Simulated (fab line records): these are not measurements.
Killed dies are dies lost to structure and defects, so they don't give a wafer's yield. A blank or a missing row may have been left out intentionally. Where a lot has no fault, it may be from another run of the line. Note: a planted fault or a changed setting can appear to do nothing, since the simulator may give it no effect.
Which tool did it? | flow gf180mcu | 12 lots with 34 wafers sampled at 5 steps, on a route of 602 steps

## WHAT THE GAUGES READ, wafer by wafer
GF_M5_CD_MEAS_07: the cd target is 280 nm. Usual: 279.7 nm for cd-nm, sd 1.2.
lot  | measured     | on        | cd-nm (nm)        | flag
L257 | day 26 20:20 | cd-sem-01 | 280.7 279.2 280.3 |
L255 | day 26 23:59 | cd-sem-01 | 278.0 277.6 278.7 |
L256 | day 27 01:09 | cd-sem-01 | 280.6 279.6 280.2 |
L260 | day 27 14:10 | cd-sem-01 | 277.9 278.5 277.9 |
L262 | day 28 03:44 | cd-sem-02 | 279.5 279.9 280.1 |
L263 | day 28 17:26 | cd-sem-01 | 279.7             |
L264 | day 28 20:35 | cd-sem-02 | 277.1             |
L270 | day 30 17:53 | cd-sem-02 | 280.1 280.8 280.1 |
L271 | day 30 22:07 | cd-sem-02 | 282.3 280.5 280.2 |
L274 | day 31 21:59 | cd-sem-02 | 278.9 278.0 278.2 |
L275 | day 32 00:51 | cd-sem-01 | 277.9 278.5 277.9 |
L276 | day 32 09:49 | cd-sem-01 | 279.3 278.7 279.9 |

## WHAT TOOL EACH LOT RAN ON (gives the tool, then ch and the chambers of the sampled wafers, and finally the start)
lot  | GF_M4_METAL_ETCH_16               | GF_V4_CMP_26                  | GF_MIM_SPUTTER_07            | GF_MIM_METAL_ETCH_19
L257 | rie-metal-02 ch 0,1, day 23 23:47 | cmp-02 ch 0,2, day 25 00:14   | pvd-sputter-03, day 25 00:51 | rie-metal-04 ch 0,1, day 25 22:08
L255 | rie-metal-04 ch 1, day 24 01:41   | cmp-02 ch 0,1,2, day 25 02:44 | pvd-sputter-03, day 25 03:15 | rie-metal-04 ch 0,1, day 26 01:20
L256 | rie-metal-02 ch 0,1, day 24 03:32 | cmp-02 ch 1,2, day 25 03:50   | pvd-sputter-01, day 25 04:27 | rie-metal-04 ch 0, day 26 02:35
L260 | rie-metal-02 ch 0,1, day 24 17:26 | cmp-01 ch 0,1,3, day 25 17:42 | pvd-sputter-01, day 25 18:19 | rie-metal-04 ch 0, day 26 16:05
L262 | rie-metal-04 ch 0,1, day 25 06:14 | cmp-02 ch 1,3, day 26 06:38   | pvd-sputter-04, day 26 07:12 | rie-metal-03 ch 1, day 27 05:08
L263 | rie-metal-04 ch 0,1, day 25 20:29 | cmp-02 ch 3, day 26 21:15     | pvd-sputter-04, day 26 21:53 | rie-metal-03 ch 0, day 27 20:17
L264 | rie-metal-01 ch 0,1, day 25 23:50 | cmp-01 ch 2, day 27 00:05     | pvd-sputter-04, day 27 00:41 | rie-metal-01 ch 0, day 27 22:29
L270 | rie-metal-02 ch 1, day 28 02:14   | cmp-01 ch 1,2,3, day 29 02:32 | pvd-sputter-03, day 29 03:04 | rie-metal-04 ch 0,1, day 29 23:41
L271 | rie-metal-04 ch 0,1, day 28 08:45 | cmp-01 ch 0,2,3, day 29 08:32 | pvd-sputter-03, day 29 09:05 | rie-metal-01 ch 0,1, day 30 04:15
L274 | rie-metal-04 ch 0, day 29 13:05   | cmp-02 ch 1,2,3, day 30 11:19 | pvd-sputter-01, day 30 11:49 | rie-metal-03 ch 0,1, day 31 04:47
L275 | rie-metal-01 ch 0,1, day 29 17:58 | cmp-02 ch 0,1,2, day 30 15:03 | pvd-sputter-04, day 30 15:37 | rie-metal-03 ch 0,1, day 31 08:35
L276 | rie-metal-02 ch 0,1, day 30 04:14 | cmp-02 ch 0,3, day 31 00:48   | pvd-sputter-01, day 31 01:22 | rie-metal-01 ch 0,1, day 31 18:09
- GF_M4_METAL_ETCH_16: etches the open film in Cl2/BCl3, stops on SiO2, target depth 750.8 nm, time 125.1 s.
- GF_V4_CMP_26: polishes, stops on SiO2, t overpolish 15 s, target thk 0 nm.
- GF_MIM_SPUTTER_07: material TiN, target thk 60 nm, time 50 s.
- GF_MIM_METAL_ETCH_19: etches the open film in Cl2/BCl3, stops on Si3N4, target depth 324.5 nm, time 54.1 s.

## AS READ BY THE TOOLS THEMSELVES (means over the sampled wafers that have a number; for cases with no such wafer, the mark the record gives instead)
GF_M4_METAL_ETCH_16. Usual: chamber-pressure-mTorr 8.000 mTorr, standard deviation 0.0071; drypump-motor-current-A 6.2 A, standard deviation 0.38; oes-product-au 0.991 a.u., standard deviation 0.0077; throttle-valve-pct 28.229 %, standard deviation 0.011.
lot  | tool         | chamber-pressure-mTorr (mTorr) | drypump-motor-current-A (A) | oes-product-au (a.u.) | throttle-valve-pct (%) | flag
L257 | rie-metal-02 | 7.998                          | 6.3                         | 1.001                 | 28.226                 |
L255 | rie-metal-04 | 8.000                          | 6.6                         | 0.974                 | 28.247                 |
L256 | rie-metal-02 | 7.998                          | 6.0                         | 0.993                 | 28.220                 |
L260 | rie-metal-02 | 7.997                          | 6.0                         | 0.993                 | 28.234                 |
L262 | rie-metal-04 | 7.999                          | 6.1                         | 0.988                 | 28.227                 |
L263 | rie-metal-04 | 7.992                          | 6.2                         | 0.982                 | 28.239                 |
L264 | rie-metal-01 | 7.998                          | 6.5                         | 0.988                 | 28.223                 |
L270 | rie-metal-02 | 8.004                          | 6.6                         | 0.994                 | 28.224                 |
L271 | rie-metal-04 | 7.994                          | 6.3                         | 0.989                 | 28.225                 |
L274 | rie-metal-04 | 8.000                          | 5.9                         | 0.993                 | 28.231                 |
L275 | rie-metal-01 | 8.000                          | 6.4                         | 0.992                 | 28.229                 |
L276 | rie-metal-02 | 7.999                          | 6.3                         | 0.996                 | 28.224                 |

GF_V4_CMP_26. Usual: motor-current-A 11.4 A, standard deviation 1.1; overpolish-run-s 15.001 s, standard deviation 0.009; slurry-flow-ml-min 150.1, standard deviation 0.49; time-to-endpoint-s 84 s, standard deviation 4.
lot  | tool   | motor-current-A (A) | overpolish-run-s (s) | slurry-flow-ml-min | time-to-endpoint-s (s) | flag
L257 | cmp-02 | 10.9                | 14.999               | 149.8              | 83                     |
L255 | cmp-02 | 11.4                | 14.999               | 150.2              | 84                     |
L256 | cmp-02 | 11.0                | 15.002               | 150.3              | 81                     |
L260 | cmp-01 | 11.2                | 14.999               | 149.6              | 81                     |
L262 | cmp-02 | 12.4                | 15.004               | 150.0              | 85                     |
L263 | cmp-02 | 12.4                | 15.001               | 150.7              | 80                     |
L264 | cmp-01 | 9.9                 | 14.995               | 150.0              | 86                     |
L270 | cmp-01 | 10.5                | 14.990               | 150.5              | 86                     |
L271 | cmp-01 | 10.6                | 15.000               | 149.9              | 85                     |
L274 | cmp-02 | 12.3                | 14.993               | 150.1              | 84                     |
L275 | cmp-02 | 11.1                | 15.002               | 149.8              | 84                     |
L276 | cmp-02 | 12.9                | 15.004               | 150.3              | 81                     |

GF_MIM_SPUTTER_07. Usual: 30.8 % for throttle-valve-pct, sd 1.2.
lot  | tool           | throttle-valve-pct (%) | flag
L257 | pvd-sputter-03 | 30.9                   |
L255 | pvd-sputter-03 | 31.4                   |
L256 | pvd-sputter-01 | 30.8                   |
L260 | pvd-sputter-01 | 31.7                   |
L262 | pvd-sputter-04 | 30.2                   |
L263 | pvd-sputter-04 | 30.8                   |
L264 | pvd-sputter-04 | 31.0                   |
L270 | pvd-sputter-03 | 30.7                   |
L271 | pvd-sputter-03 | 30.0                   |
L274 | pvd-sputter-01 | 31.6                   |
L275 | pvd-sputter-04 | 31.3                   |
L276 | pvd-sputter-01 | 31.2                   |

GF_MIM_METAL_ETCH_19. Usual: chamber-pressure-mTorr 8.000 mTorr, standard deviation 0.0077; drypump-motor-current-A 6.32 A, standard deviation 0.25; oes-product-au 0.942 a.u., standard deviation 0.0074; throttle-valve-pct 28.284 %, standard deviation 0.011.
lot  | tool         | chamber-pressure-mTorr (mTorr) | drypump-motor-current-A (A) | oes-product-au (a.u.) | throttle-valve-pct (%) | flag
L257 | rie-metal-04 | 7.992                          | 6.33                        | 0.941                 | 28.295                 |
L255 | rie-metal-04 | 7.996                          | 6.34                        | 0.948                 | 28.285                 |
L256 | rie-metal-04 | 8.005                          | 5.87                        | 0.947                 | 28.275                 |
L260 | rie-metal-04 | 8.004                          | 5.88                        | 0.951                 | 28.275                 |
L262 | rie-metal-03 | 8.000                          | 6.43                        | 0.944                 | 28.289                 |
L263 | rie-metal-03 | 7.991                          | 6.12                        | 0.964                 | 28.267                 |
L264 | rie-metal-01 | 7.992                          | 6.36                        | 0.960                 | 28.265                 |
L270 | rie-metal-04 | 8.003                          | 6.09                        | 0.944                 | 28.302                 |
L271 | rie-metal-01 | 7.994                          | 6.52                        | 0.952                 | 28.274                 |
L274 | rie-metal-03 | 8.004                          | 6.24                        | 0.948                 | 28.275                 |
L275 | rie-metal-03 | 8.007                          | 6.35                        | 0.926                 | 28.293                 |
L276 | rie-metal-01 | 8.003                          | 6.47                        | 0.941                 | 28.282                 |

## THE ANSWER, worked out from the rows above alone
Rule: a lot is off if the mean of its wafers that have a number lies more than 3 standard deviations from the usual mean. A lot without any number at a reading at which 4 lots or more have one is off too. The other lots that the step has rows for count as sound. First the gauges in route order, then the tools' own readings, where a lot's mean is used as printed above. At the first step where some lot is off, the reading lying furthest off is the one used; lots without a number count as furthest.
No lot is off at any reading shown: from this, nothing can be told.

## WHAT HAD BEEN PUT IN BY THE SIMULATOR
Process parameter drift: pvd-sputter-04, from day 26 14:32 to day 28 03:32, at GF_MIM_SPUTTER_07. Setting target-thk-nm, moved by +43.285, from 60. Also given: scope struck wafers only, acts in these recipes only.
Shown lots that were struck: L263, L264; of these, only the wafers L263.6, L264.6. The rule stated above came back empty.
